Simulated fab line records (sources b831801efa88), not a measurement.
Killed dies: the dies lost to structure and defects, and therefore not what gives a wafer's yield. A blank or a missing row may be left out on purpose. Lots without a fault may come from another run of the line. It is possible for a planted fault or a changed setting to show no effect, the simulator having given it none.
fab line records	flow gf180mcu
record lots=13	wafers=39	last-day=32
route steps=602 shown DUAL_GATE@144 PSD@252 SAB@273
lots with no fault: from the same line, run without faults
start-h: the number of hours between the record's first day and the start of the first shown wafer of the lot	wait-h: hours elapsed since this lot's preceding step	" identical to the entry in the row above	L1.1+2: a single row standing in for several wafers	- no value, or no start given	* or withheld: withheld	< > ~ a bound
route shown NAME@n: names a module that has steps shown in the file, with the first one's number in the route	usual: the fault-free wafers' mean and standard deviation	same: alike in all rows	chamber/n: place in a boat	sites: per-site readings	_std_site: how widely they spread, as a standard deviation	_edge_site: outer sites' mean less inner sites'	radius-mm: how far each site lies from the wafer's centre	mask NAME#n: copy n	behind: the tool/chamber that last shaped the wafer	hold: why the lot went on hold/how many hours it stayed there/how the hold came to an end	device: the n, p or np transistor that did not switch	end of line: the tests these same wafers got at the end of their route	for a step that has no rows: nothing shown but its recipe	killed: at the first sort, the dies lost to defects and structure; wafer yield is something else	map: shows each die of a wafer: x if killed, . if not, _ if none is there
set.NAME: the setting as run; set.NAME@STEP: as run at that earlier step	model.NAME: the simulator's own value behind a step, which no gauge read
steps of the route over a sample of lots; a table a step, a row a wafer
services: the hour from which a tool's chamber was out of use, counted from the record's first day as start-h (under 0 if before that day), plus the number of hours and why
## steps
# step GF_DUAL_GATE_THK_MEAS_03
# recipe reads=SiO2_of_DUAL_GATE_OXIDATION_02
# usual DUAL_GATE_OXIDATION_00_THK=10.92/0.28
lot.wafer	tool	chamber	start-h	wait-h	DUAL_GATE_OXIDATION_00_THK[nm]
L278.4	film-metro-01	-	160.48	0.0	11.18
L278.5	"	-	"	"	11.16
L278.6	"	-	"	"	11.09
L279.2	film-metro-04	-	166.54	0.0	10.52
L279.4	"	-	"	"	10.76
L279.6	"	-	"	"	10.70
L281.2	film-metro-01	-	175.86	0.0	10.53
L281.5	"	-	"	"	10.61
L281.6	"	-	"	"	10.47
L282.2	film-metro-01	-	185.93	0.0	10.60
L282.3	"	-	"	"	10.51
L282.6	"	-	"	"	10.60
L283.1	film-metro-01	-	191.08	0.0	10.87
L283.3	"	-	"	"	10.90
L283.6	"	-	"	"	10.98
L284.1	film-metro-04	-	197.60	0.0	11.08
L284.5	"	-	"	"	11.16
L284.6	"	-	"	"	11.00
L285.1	film-metro-04	-	205.04	0.0	10.95
L285.4	"	-	"	"	10.96
L285.5	"	-	"	"	10.79
L287.3	film-metro-04	-	220.10	0.0	10.63
L287.4	"	-	"	"	10.67
L287.5	"	-	"	"	10.82
L288.2	film-metro-02	-	228.50	0.0	10.74
L288.3	"	-	"	"	10.64
L288.6	"	-	"	"	10.59
L290.1	film-metro-02	-	241.33	0.0	11.19
L290.2	"	-	"	"	10.86
L290.3	"	-	"	"	11.02
L291.3	film-metro-01	-	247.08	0.0	11.51
L291.5	"	-	"	"	11.63
L291.6	"	-	"	"	11.57
L292.1	film-metro-04	-	253.98	0.0	10.97
L292.3	"	-	"	"	11.15
L292.5	"	-	"	"	11.13
L293.2	film-metro-01	-	259.58	0.0	10.78
L293.3	"	-	"	"	10.86
L293.6	"	-	"	"	10.64
# step GF_DUAL_GATE_OVL_MEAS_11
# usual DUAL_GATE_OVL=0.6/1.2
lot.wafer	tool	chamber	start-h	wait-h	DUAL_GATE_OVL[nm]
L278.4	overlay-02	-	175.62	0.1	0.5
L278.5	"	-	"	"	2.6
L278.6	"	-	"	"	2.0
L279.2	overlay-02	-	182.85	0.1	-0.5
L279.4	"	-	"	"	2.6
L279.6	"	-	"	"	1.2
L281.2	overlay-01	-	191.93	0.1	2.4
L281.5	"	-	"	"	1.3
L281.6	"	-	"	"	1.1
L282.2	overlay-01	-	203.05	0.1	-0.2
L282.3	"	-	"	"	-0.1
L282.6	"	-	"	"	0.9
L283.1	overlay-01	-	208.00	0.1	1.0
L283.3	"	-	"	"	0.0
L283.6	"	-	"	"	1.7
L284.1	overlay-01	-	215.18	0.1	-0.3
L284.5	"	-	"	"	0.5
L284.6	"	-	"	"	0.4
L285.1	overlay-01	-	222.78	0.1	0.0
L285.4	"	-	"	"	-1.0
L285.5	"	-	"	"	-0.4
L287.3	overlay-01	-	238.34	0.1	1.3
L287.4	"	-	"	"	0.5
L287.5	"	-	"	"	1.9
L288.2	overlay-01	-	246.38	0.1	1.0
L288.3	"	-	"	"	-0.3
L288.6	"	-	"	"	-0.4
L290.1	overlay-02	-	259.53	0.1	-2.7
L290.2	"	-	"	"	-2.8
L290.3	"	-	"	"	-1.7
L291.3	overlay-01	-	265.44	0.1	1.9
L291.5	"	-	"	"	3.1
L291.6	"	-	"	"	2.9
L292.1	overlay-01	-	273.28	0.1	-0.1
L292.3	"	-	"	"	-1.0
L292.5	"	-	"	"	-0.7
L293.2	overlay-02	-	278.88	0.1	-0.2
L293.3	"	-	"	"	1.4
L293.6	"	-	"	"	0.9
# step GF_PSD_EXPOSE_04
# recipe mask-id=Pplus	target-cd-nm=400	na=0.6	source-shape=conventional	sigma-outer=0.6	dose-mj=140
# usual exposure-dose-mJ-cm2=139.97/0.14
lot.wafer	tool	chamber	start-h	wait-h	mask	exposure-dose-mJ-cm2
L278.4	iline-stepper-02	0	305.08	-	Pplus#0	140.00
L278.5	"	0	"	"	Pplus#0	139.85
L278.6	"	0	"	"	Pplus#0	140.00
L279.2	iline-stepper-02	0	315.05	-	Pplus#0	140.02
L279.4	"	0	"	"	Pplus#0	140.01
L279.6	"	0	"	"	Pplus#0	139.89
L281.2	iline-stepper-01	0	323.26	-	Pplus#0	139.91
L281.5	"	0	"	"	Pplus#0	139.83
L281.6	"	0	"	"	Pplus#0	139.86
L282.2	iline-stepper-02	0	337.24	-	Pplus#0	140.07
L282.3	"	0	"	"	Pplus#0	139.91
L282.6	"	0	"	"	Pplus#0	139.99
L283.1	iline-stepper-01	0	343.80	-	Pplus#0	139.92
L283.3	"	0	"	"	Pplus#0	139.96
L283.6	"	0	"	"	Pplus#0	140.07
L284.1	iline-stepper-02	0	353.60	-	Pplus#0	139.85
L284.5	"	0	"	"	Pplus#0	139.61
L284.6	"	0	"	"	Pplus#0	139.81
L285.1	iline-stepper-01	0	363.97	-	Pplus#0	140.09
L285.4	"	0	"	"	Pplus#0	139.95
L285.5	"	0	"	"	Pplus#0	139.93
L287.3	iline-stepper-02	0	381.06	-	Pplus#0	139.99
L287.4	"	0	"	"	Pplus#0	140.09
L287.5	"	0	"	"	Pplus#0	140.22
L288.2	iline-stepper-02	0	395.04	-	Pplus#0	140.00
L288.3	"	0	"	"	Pplus#0	140.08
L288.6	"	0	"	"	Pplus#0	140.19
L290.1	iline-stepper-02	0	406.09	-	Pplus#0	140.08
L290.2	"	0	"	"	Pplus#0	139.97
L290.3	"	0	"	"	Pplus#0	139.95
L291.3	iline-stepper-02	0	415.13	-	Pplus#0	139.84
L291.5	"	0	"	"	Pplus#0	140.08
L291.6	"	0	"	"	Pplus#0	139.94
L292.1	iline-stepper-01	0	424.75	-	Pplus#0	140.06
L292.3	"	0	"	"	Pplus#0	139.91
L292.5	"	0	"	"	Pplus#0	139.92
L293.2	iline-stepper-02	0	436.62	-	Pplus_R1#0	139.75
L293.3	"	0	"	"	Pplus_R1#0	139.63
L293.6	"	0	"	"	Pplus_R1#0	139.78
# step GF_PSD_CD_MEAS_07
# recipe target-cd-nm=400
# usual cd-nm=400.0/2.8
lot.wafer	tool	chamber	start-h	wait-h	cd-nm
L278.4	cd-sem-02	-	315.05	0.1	404.6
L278.5	"	-	"	"	401.0
L278.6	"	-	"	"	404.7
L279.2	cd-sem-01	-	325.00	0.1	398.7
L279.4	"	-	"	"	399.0
L279.6	"	-	"	"	397.1
L281.2	cd-sem-01	-	333.07	0.1	397.6
L281.5	"	-	"	"	398.0
L281.6	"	-	"	"	397.1
L282.2	cd-sem-01	-	347.60	0.1	401.2
L282.3	"	-	"	"	400.4
L282.6	"	-	"	"	401.0
L283.1	cd-sem-01	-	354.38	0.1	402.0
L283.3	"	-	"	"	400.0
L283.6	"	-	"	"	403.8
L284.1	cd-sem-02	-	364.53	0.1	395.2
L284.5	"	-	"	"	396.2
L284.6	"	-	"	"	397.7
L285.1	cd-sem-01	-	374.99	0.1	403.0
L285.4	"	-	"	"	399.7
L285.5	"	-	"	"	398.6
L287.3	cd-sem-01	-	392.23	0.1	395.4
L287.4	"	-	"	"	395.7
L287.5	"	-	"	"	397.6
L288.2	cd-sem-02	-	406.57	0.1	399.3
L288.3	"	-	"	"	399.2
L288.6	"	-	"	"	402.6
L290.1	cd-sem-01	-	417.92	0.1	401.7
L290.2	"	-	"	"	398.9
L290.3	"	-	"	"	399.3
L291.3	cd-sem-01	-	426.74	0.1	396.9
L291.5	"	-	"	"	395.4
L291.6	"	-	"	"	397.6
L292.1	cd-sem-01	-	436.77	0.1	400.8
L292.3	"	-	"	"	400.6
L292.5	"	-	"	"	398.8
L293.2	cd-sem-01	-	448.14	0.1	323.5
L293.3	"	-	"	"	320.4
L293.6	"	-	"	"	324.1
# step GF_SAB_CD_MEAS_09
# recipe target-cd-nm=420
# usual cd-nm=419.5/2
lot.wafer	tool	chamber	start-h	wait-h	cd-nm
L278.4	cd-sem-02	-	336.68	0.1	421.3
L278.5	"	-	"	"	421.1
L278.6	"	-	"	"	420.5
L279.2	cd-sem-01	-	346.74	0.1	418.7
L279.4	"	-	"	"	417.6
L279.6	"	-	"	"	416.2
L281.2	cd-sem-02	-	354.92	0.1	418.4
L281.5	"	-	"	"	418.7
L281.6	"	-	"	"	420.4
L282.2	cd-sem-01	-	369.89	0.1	420.1
L282.3	"	-	"	"	419.5
L282.6	"	-	"	"	423.7
L283.1	cd-sem-01	-	377.50	0.1	419.5
L283.3	"	-	"	"	423.2
L283.6	"	-	"	"	421.6
L284.1	cd-sem-02	-	388.05	0.1	416.9
L284.5	"	-	"	"	418.0
L284.6	"	-	"	"	416.9
L285.1	cd-sem-01	-	398.37	0.1	419.4
L285.4	"	-	"	"	417.6
L285.5	"	-	"	"	419.0
L287.3	cd-sem-02	-	416.09	0.1	420.8
L287.4	"	-	"	"	419.9
L287.5	"	-	"	"	420.2
L288.2	cd-sem-02	-	431.03	0.1	415.6
L288.3	"	-	"	"	415.3
L288.6	"	-	"	"	415.2
L290.1	cd-sem-01	-	442.02	0.1	418.4
L290.2	"	-	"	"	417.7
L290.3	"	-	"	"	419.5
L291.3	cd-sem-02	-	450.66	0.1	419.1
L291.5	"	-	"	"	420.0
L291.6	"	-	"	"	420.9
L292.1	cd-sem-02	-	461.82	0.1	420.5
L292.3	"	-	"	"	418.6
L292.5	"	-	"	"	421.0
L293.2	cd-sem-01	-	473.13	0.1	422.0
L293.3	"	-	"	"	424.0
L293.6	"	-	"	"	419.5
## services
tool	chamber	start-h	hours	kind
iline-stepper-02	-	341.67	2.1	repair
iline-stepper-01	-	393.16	1.7	pm
iline-stepper-01	-	413.31	4.4	pm
## key
first-sign step=GF_PSD_EXPOSE_04	reading=mask	direction=changed
effect step=GF_PSD_CD_MEAS_07	reading=cd-nm	direction=down	sigmas=28	usual=400.0	struck=322.7
met-at GF_PSD_EXPOSE_04
struck-lots L293
sort-left-out L293.2,L293.3,L293.6
tester-left-out L293
not-acting-at GF_DUAL_GATE_THK_MEAS_03,GF_DUAL_GATE_OVL_MEAS_11,GF_SAB_CD_MEAS_09
onset-between 415.13 436.62
fault kind=wrong-mask	tool=any	chamber=-	onset-h=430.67	steps=GF_PSD_EXPOSE_04	aux-copy=Pplus_R1#0	cd-offset-nm=-80	scope=struck-lots-only
# tester-left-out: of these lots the tester's yield and bins aren't shown, on N5 and GAA mostly nor the transistor test; their killed dies are dies lost to structure and defects alone, not to doping, threshold or leakage, so they don't give the yield
# sort-left-out: the simulated sort isn't trusted on such a fault, so these wafers' sort isn't shown, and their yield isn't known
